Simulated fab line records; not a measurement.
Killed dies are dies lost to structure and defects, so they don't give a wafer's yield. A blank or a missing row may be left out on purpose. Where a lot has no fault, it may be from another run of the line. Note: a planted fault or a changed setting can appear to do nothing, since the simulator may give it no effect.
Which tool is to blame? | flow sky130 | 15 lots with 45 wafers sampled at 4 steps, on a route of 708 steps

== WHAT THE GAUGES READ, wafer by wafer ==
SKY_CONTACT_OVL_MEAS_15. Usual: CONTACT_OVL gives 1 nm (standard deviation 5.5).
lot  | measured     | on         | CONTACT_OVL (nm) | flag
L434 | day 31 12:14 | overlay-02 | 3 0 -6           |
L435 | day 31 19:58 | overlay-02 | -1 -3 -1         |
L437 | day 33 06:31 | overlay-01 | 10 4 0           |
L439 | day 34 00:26 | overlay-01 | 1 9 2            |
L441 | day 34 03:19 | overlay-02 | -4 -7 -3         |
L446 | day 35 12:16 | overlay-02 | -8 -6 -3         |
L447 | day 35 20:29 | overlay-01 | 9 9 5            |
L448 | day 36 09:22 | overlay-01 | 1 2 -1           |
L449 | day 36 14:32 | overlay-02 | -1 -5 -6         |
L452 | day 37 11:19 | overlay-01 | -9 -6 -3         |
L453 | day 37 14:01 | overlay-02 | -1 -2 -1         |
L454 | day 37 17:38 | overlay-01 | -2 1 -3          |
L455 | day 38 02:53 | overlay-02 | 6 2 4            |
L456 | day 39 02:34 | overlay-01 | 5 6 10           |
L457 | day 39 03:13 | overlay-01 | 2 -4 -3          |

SKY_METAL1_OVL_MEAS_16. Usual: METAL1_OVL gives -1 nm (standard deviation 5.3).
lot  | measured     | on         | METAL1_OVL (nm) | flag
L434 | day 32 17:21 | overlay-02 | 2 4 3           |
L435 | day 33 00:55 | overlay-01 | 2 1 3           |
L437 | day 34 11:25 | overlay-02 | -1 0 0          |
L439 | day 35 05:13 | overlay-01 | -7 2 -8         |
L441 | day 35 06:49 | overlay-01 | 6 5 6           |
L446 | day 36 16:47 | overlay-02 | -12 -5 -15      |
L447 | day 37 00:35 | overlay-02 | -1 -5 -3        |
L448 | day 37 13:46 | overlay-02 | -12 -12 -6      |
L449 | day 37 18:08 | overlay-02 | 0 -3 -4         |
L452 | day 38 15:01 | overlay-01 | 3 1 2           |
L453 | day 38 17:20 | overlay-02 | -3 -3 0         |
L454 | day 38 20:30 | overlay-01 | -4 3 -2         |
L455 | day 39 05:34 | overlay-01 | -2 -6 -1        |
L456 | day 40 04:32 | overlay-01 | -1 -3 -8        |
L457 | day 40 05:41 | overlay-02 | -4 4 0          |

== WHICH TOOL RAN EACH LOT (tool, then ch and the chambers of the sampled wafers, then the start) ==
lot  | SKY_SD_N_EXPOSE_04                  | SKY_LI_CONTACT_CVD_21
L434 | iline stepper-02 ch 0, day 27 07:15 | cvd w-01 ch 0,1, day 29 03:31
L435 | iline stepper-01 ch 0, day 27 12:13 | cvd w-01 ch 0,1, day 29 08:57
L437 | iline stepper-01 ch 0, day 29 03:23 | cvd w-02 ch 0,1, day 30 23:04
L439 | iline stepper-02 ch 0, day 29 20:31 | cvd w-01 ch 0,1, day 31 15:43
L441 | iline stepper-01 ch 0, day 30 00:06 | cvd w-01 ch 0, day 31 20:13
L446 | iline stepper-01 ch 0, day 31 11:46 | cvd w-02 ch 0,1, day 33 05:58
L447 | iline stepper-01, day 31 19:10      | cvd w-02 ch 0,1, day 33 14:16
L448 | iline stepper-01, day 32 06:11      | cvd w-01 ch 0,1, day 34 00:28
L449 | iline stepper-02, day 32 13:01      | cvd w-02 ch 0,1, day 34 07:40
L452 | iline stepper-02 ch 0, day 33 09:20 | cvd w-01 ch 0,1, day 35 03:30
L453 | iline stepper-02 ch 0, day 33 14:09 | cvd w-02 ch 0,1, day 35 07:07
L454 | iline stepper-02 ch 0, day 33 17:00 | cvd w-02 ch 0,1, day 35 10:44
L455 | iline stepper-02 ch 0, day 34 02:19 | cvd w-01 ch 0, day 35 20:46
L456 | iline stepper-01 ch 0, day 35 01:45 | cvd w-01 ch 0,1, day 36 20:19
L457 | iline stepper-01 ch 0, day 35 03:22 | cvd w-01 ch 0,1, day 36 21:34
- SKY_SD_N_EXPOSE_04: exposes mask NSDM, target cd 380 nm.
- SKY_LI_CONTACT_CVD_21: deposits W, target thk 400 nm, time 120.56 s.

== WHAT THE TOOLS THEMSELVES READ (means of the sampled wafers that have a number; where no wafer has one, the mark that the record gives instead) ==
SKY_SD_N_EXPOSE_04. Usual: exposure dose mJ cm2 140.97, standard deviation 0.15; focus offset nm 0.0 nm, standard deviation 0.5; reticle temp C 22.98 C, standard deviation 0.095.
lot  | tool             | exposure dose mJ cm2 | focus offset nm (nm) | reticle temp C (C) | flag
L434 | iline stepper-02 | 140.79               | -0.3                 | 22.96              |
L435 | iline stepper-01 | 140.96               | -0.5                 | 22.94              |
L437 | iline stepper-01 | 141.29               | 0.4                  | 22.98              |
L439 | iline stepper-02 | 140.99               | 0.1                  | 22.98              |
L441 | iline stepper-01 | 141.06               | -0.0                 | 23.02              |
L446 | iline stepper-01 | 141.14               | 0.6                  | 23.06              |
L447 | iline stepper-01 | -                    | -                    | -                  | OFF
L448 | iline stepper-01 | -                    | -                    | -                  | OFF
L449 | iline stepper-02 | -                    | -                    | -                  | OFF
L452 | iline stepper-02 | 140.86               | -0.0                 | 22.95              |
L453 | iline stepper-02 | 141.03               | -0.0                 | 22.99              |
L454 | iline stepper-02 | 141.05               | 0.4                  | 22.91              |
L455 | iline stepper-02 | 140.89               | 0.4                  | 22.89              |
L456 | iline stepper-01 | 140.83               | 0.2                  | 23.01              |
L457 | iline stepper-01 | 140.85               | -0.4                 | 23.07              |

SKY_LI_CONTACT_CVD_21. Usual: heater power w reads 795 W (standard deviation 100).
lot  | tool     | heater power w (W) | flag
L434 | cvd w-01 | 892                |
L435 | cvd w-01 | 823                |
L437 | cvd w-02 | 719                |
L439 | cvd w-01 | 905                |
L441 | cvd w-01 | 764                |
L446 | cvd w-02 | 724                |
L447 | cvd w-02 | 732                |
L448 | cvd w-01 | 822                |
L449 | cvd w-02 | 742                |
L452 | cvd w-01 | 828                |
L453 | cvd w-02 | 724                |
L454 | cvd w-02 | 743                |
L455 | cvd w-01 | 756                |
L456 | cvd w-01 | 825                |
L457 | cvd w-01 | 883                |

== THE ANSWER, worked out from the rows above alone ==
Rule: a lot counts as off when the mean over its wafers that have a number is more than 3 standard deviations away from the usual mean. Also off: a lot with no number at a reading for which 4 or more lots have one. All remaining lots with rows at the step are treated as sound. After the gauges, taken in route order, come the tools' own readings; for these a lot's mean is taken, as printed above. The first step at which some lot is off is used, and at that step the reading that is off furthest; a lot without a number counts as furthest.
Off at SKY_SD_N_EXPOSE_04 (exposure dose mJ cm2): L447, L448, L449. Without a number there: L447, L448, L449.
A tool fits if, at that step or a process step before it, it ran every lot that is off, and no sound lot after the first of them. Of those tried, none fits.

== WHAT THE SIMULATOR PUT IN ==
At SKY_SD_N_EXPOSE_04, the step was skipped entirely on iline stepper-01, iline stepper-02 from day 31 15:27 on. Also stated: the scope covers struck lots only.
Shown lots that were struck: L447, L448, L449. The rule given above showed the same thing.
